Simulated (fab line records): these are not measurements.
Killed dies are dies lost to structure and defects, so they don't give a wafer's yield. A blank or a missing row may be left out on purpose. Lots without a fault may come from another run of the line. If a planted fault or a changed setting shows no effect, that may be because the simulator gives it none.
The tool behind it: which one?    flow gf180mcu    at 1 step of a route of 602, 6 lots with 18 wafers sampled

## WHAT THE GAUGES SHOWED, per wafer
GF_VT_IMPLANT_OVL_MEAS_40.
lot   measured      on          VT_IMPLANT_03_OVL (nm)
L401  day 7 21:33   overlay-01  -1.0 -1.6 -0.1
L403  day 10 07:35  overlay-01  -0.5 0.5 0.6
L405  day 10 13:10  overlay-02  -2.7 -3.1 -0.4
L406  day 10 15:16  overlay-02  -2.0 -3.0 -2.3
L409  day 10 17:40  overlay-01  -0.8 0.7 -0.9
L411  day 11 14:33  overlay-02  1.5 2.3 -0.8

## WHICH TOOL RAN EACH LOT (tool, then ch and the chambers of the sampled wafers, then the start)
No process step before these readings appears in the record.

## THE ANSWER, worked out from the rows above alone
Rule: the usual values come from the lots themselves. The widest of any qualifying gaps counts: lots, ordered by their means at a reading, are off when they make up no more than a third of the lots, leave a main group of 4 or more, and stand apart from it by 3 or more times the standard deviation of that group's means. A main group is skipped when, at the precision printed for the reading in the tables above, its means are all equal. Also off: a lot with no number at a reading for which 4 or more lots have one. Any other lot the step has rows for is counted as sound.
Across all readings shown, no lot is off: no conclusion can be drawn from this.

## WHAT WAS PUT IN BY THE SIMULATOR
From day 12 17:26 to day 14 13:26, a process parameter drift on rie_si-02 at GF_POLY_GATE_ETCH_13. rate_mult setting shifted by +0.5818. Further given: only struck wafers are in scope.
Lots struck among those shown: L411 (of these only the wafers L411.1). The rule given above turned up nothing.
